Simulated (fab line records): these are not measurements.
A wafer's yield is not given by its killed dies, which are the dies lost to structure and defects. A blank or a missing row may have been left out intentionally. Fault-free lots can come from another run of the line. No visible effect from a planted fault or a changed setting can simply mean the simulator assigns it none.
Struck lot and sound lot, side by side + flow sky130 + 27 out of 708 route steps
Sound: wafers L305.2, L305.5, L305.6. Wafers struck: L312.1, L312.4, L312.6. The cause is named last.
At each step with rows: each side's tool, then ch and its chambers, then its first start. Under that, the readings that differ: sound wafers + struck wafers + difference of the means + sigmas: that difference in standard deviations of wafers without a fault.
alike: readings with means less than 2 such deviations apart, plus words and numbers identical on both sides. not compared: withheld readings, readings lacking a value on some wafer, bounds such as >300 that could conceal the same value, and numbers that have no deviation in the record and whose values overlap.
Wherever a step has rows on one side only, a row that says differs or no value, or a row with sigmas, the two part there. Numbers that have no deviation but don't overlap get no sigmas and don't part them. A reading that every wafer of one side lacks parts them only if that side has two wafers or more.

first, 1 step without rows for these wafers: SKY_VT_ADJUST_LVTN_IMPLANT_08.
SKY_VT_ADJUST_LVTN_STRIP_09: strips in O2/N2.
  sound on plasmaAsher-04 ch 0,1, day 10 11:21; struck on plasmaAsher-03 ch 0,1, day 12 07:18
  alike: drypumpMotorCurrentA, oesProductAu, stripTimeToEndpointS
  not compared: rfHoursCounterH
SKY_VT_ADJUST_LVTN_TW_MEAS_10:
  struck on filmMetro-02, day 12 07:24; sound on filmMetro-01, day 10 11:28
| reading           | sound             | struck            | difference | sigmas |
|-------------------|-------------------|-------------------|------------|--------|
| VT_ADJUST_LVTN_TW | 239.0 240.0 239.4 | 245.0 244.9 245.9 | +5.8       | +2     |
then, 7 steps without rows for these wafers: SKY_VT_ADJUST_LVTN_DEHYDRATE_11 (time 60 s); SKY_VT_ADJUST_LVTN_HMDS_12 (prime time 60 s); SKY_VT_ADJUST_LVTN_COAT_13 (resist thk 1140 nm); SKY_VT_ADJUST_LVTN_SOFTBAKE_14 (time 60 s); SKY_VT_ADJUST_LVTN_EXPOSE_15 (exposes mask HVN STD DERIVED, target cd 600 nm); SKY_VT_ADJUST_LVTN_PEB_16; SKY_VT_ADJUST_LVTN_DEVELOP_17 (develop time 60 s).
SKY_VT_ADJUST_LVTN_OVL_MEAS_18:
  struck on overlay-01, day 13 08:34; sound on overlay-02, day 11 09:47
  alike: VT_ADJUST_LVTN_01_OVL
following that, these wafers have no rows for 1 step: SKY_VT_ADJUST_LVTN_IMPLANT_19.
SKY_VT_ADJUST_LVTN_STRIP_20: strips in O2/N2.
  sound on plasmaAsher-03 ch 0,1, day 11 09:58; struck on plasmaAsher-02 ch 0,1, day 13 08:45
| reading                                            | sound             | struck            | difference                    | sigmas |
|----------------------------------------------------|-------------------|-------------------|-------------------------------|--------|
| oesProductAu (a.u.)                                | 0.715 0.717 0.717 | 0.924 0.901 0.910 | +0.195                        | +42    |
| stripTimeToEndpointS (s)                           | 14.13 14.20 14.13 | - - -             | no value on the struck wafers |        |
| model.NOVOLAK_of_VT_ADJUST_LVTN_COAT_13.thkNm (nm) | 0 0 0             | 617.7 615.9 614.9 | +616.2                        |        |
  alike: drypumpMotorCurrentA
  not compared: rfHoursCounterH
SKY_VT_ADJUST_LVTN_TW_MEAS_21:
  struck on filmMetro-03, day 13 08:51; sound on filmMetro-01, day 11 10:11
  alike: VT_ADJUST_LVTN_2_TW
then, 7 steps without rows for these wafers: SKY_VT_ADJUST_NCORE_DEHYDRATE_00 (time 60 s); SKY_VT_ADJUST_NCORE_HMDS_01 (prime time 60 s); SKY_VT_ADJUST_NCORE_COAT_02 (resist thk 1140 nm); SKY_VT_ADJUST_NCORE_SOFTBAKE_03 (time 60 s); SKY_VT_ADJUST_NCORE_EXPOSE_04 (exposes mask LVTN COMPLEMENT THIN, target cd 380 nm); SKY_VT_ADJUST_NCORE_PEB_05; SKY_VT_ADJUST_NCORE_DEVELOP_06 (develop time 60 s).
SKY_VT_ADJUST_NCORE_CD_MEAS_07: the cd target is 380 nm.
  struck on cdSem-01, day 14 09:43; sound on cdSem-02, day 12 09:47
| reading   | sound             | struck            | difference | sigmas |
|-----------|-------------------|-------------------|------------|--------|
| cdNm (nm) | 376.2 375.1 376.0 | 382.9 382.4 383.0 | +7.0       | +3     |
SKY_VT_ADJUST_NCORE_OVL_MEAS_08:
  struck on overlay-01, day 14 09:50; sound on overlay-02, day 12 09:53
  alike: VT_ADJUST_NCORE_OVL
following that, these wafers have no rows for 1 step: SKY_VT_ADJUST_NCORE_IMPLANT_09.
SKY_VT_ADJUST_NCORE_STRIP_10: strips in O2/N2.
  sound on plasmaAsher-03 ch 0,1, day 12 10:04; struck on plasmaAsher-01 ch 1, day 14 10:01
| reading                  | sound             | struck            | difference | sigmas      |
|--------------------------|-------------------|-------------------|------------|-------------|
| stripTimeToEndpointS (s) | 14.18 14.17 14.16 | 23.47 23.46 23.43 | +9.28      | +99 or more |
  alike: drypumpMotorCurrentA, oesProductAu
  not compared: rfHoursCounterH
SKY_VT_ADJUST_NCORE_TW_MEAS_11:
  struck on filmMetro-02, day 14 10:07; sound on filmMetro-02, day 12 10:11
| reading            | sound             | struck         | difference | sigmas      |
|--------------------|-------------------|----------------|------------|-------------|
| VT_ADJUST_NCORE_TW | 222.8 221.5 222.1 | 30.5 30.4 30.4 | -191.7     | -99 or more |
then, 1 step without rows for these wafers: SKY_VT_ADJUST_HVTR_DEHYDRATE_00 (time 60 s).

== WHERE THEY PART ==
First at SKY_VT_ADJUST_LVTN_TW_MEAS_10; last, within this record, at SKY_VT_ADJUST_NCORE_TW_MEAS_11.

WHY: whatever the simulator had introduced
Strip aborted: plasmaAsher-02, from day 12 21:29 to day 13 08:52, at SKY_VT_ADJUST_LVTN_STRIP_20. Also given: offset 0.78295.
